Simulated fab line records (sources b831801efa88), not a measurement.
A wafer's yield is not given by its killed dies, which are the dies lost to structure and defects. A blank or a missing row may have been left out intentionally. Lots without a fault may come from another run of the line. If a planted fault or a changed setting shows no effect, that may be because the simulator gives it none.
The same fault as seen by 2 desks ; flow gf180mcu ; what lay behind the numbers comes last; until then each desk has only its own

METROLOGY DESK
Means of the sampled wafers that have a number, per lot and without regard to the tool the lot ran on: this is what the gauges read. A lot is out of limits, marked OUT, if its mean lies more than 4 standard deviations from the usual mean; the brackets give that distance.
Columns: A = M2_ALCU_RS at GF_M2_RS_MEAS_05, usual 0.0690 ohm/sq; B = M4_ALCU_RS at GF_M4_RS_MEAS_05, usual 0.0694 ohm/sq; C = M4_OVL at GF_M4_OVL_MEAS_15, usual -2 nm
lot;first seen here;A;B;C
L973;day 18 10:32;0.0695;0.0700;3
L975;day 18 21:02;0.0688;0.0691;6
L977;day 19 17:13;0.0683;0.0687;-4
L978;day 19 22:59;0.0710;0.0701;-4
L982;day 21 14:08;0.0692;0.0692;-10
L983;day 21 21:20;0.0689;0.0694;3
L989;day 23 19:56;0.0685;0.0701;2
L991;day 24 16:50;0.0685;-;-
L992;day 24 23:07;0.0671;-;-
L993;day 25 03:43;0.0684;0.0697;-1
L994;day 25 12:18;0.0684;0.0697;5
L995;day 25 20:11;0.0691;0.0689;-1
L996;day 26 11:41;0.0676;0.0695;-8
This desk's verdict: no lot among the 13 shows anything out of limits.

DESK OF THE TOOL OWNER: plasma_asher-02
The tool's own readings at GF_V3_STRIP_18 (strips in O2/N2): means of the sampled wafers that have a number, for each lot that ran on this tool. A lot is out of limits, marked OUT, if its mean lies more than 4 standard deviations from the usual mean; the brackets give that distance.
Columns: A = chamber_pressure_mTorr at GF_V3_STRIP_18, usual 1500.1 mTorr; B = drypump_motor_current_A at GF_V3_STRIP_18, usual 5.7 A; C = heater_power_w at GF_V3_STRIP_18, usual 313 W; D = o2_flow_sccm at GF_V3_STRIP_18, usual 3000 sccm; E = oes_product_au at GF_V3_STRIP_18, usual 0.593 a.u.
lot;first seen here;A;B;C;D;E
L982;day 25 12:16;1499.7;6.0;335;3011;0.597
L983;day 25 20:29;1499.5;6.0;333;2997;0.599
L989;day 27 12:40;1501.1;6.0;331;3006;0.593
L993;day 28 18:28;1499.2;5.7;327;3005;0.591
L994;day 29 02:28;1499.7;5.7;326;2996;0.597
This desk's verdict: no lot among the 5 shows anything out of limits.

PUT TOGETHER
The metrology desk saw nothing out of limits.
The desk of the tool owner found nothing out of limits.

WHAT THE SIMULATOR HAD PUT IN
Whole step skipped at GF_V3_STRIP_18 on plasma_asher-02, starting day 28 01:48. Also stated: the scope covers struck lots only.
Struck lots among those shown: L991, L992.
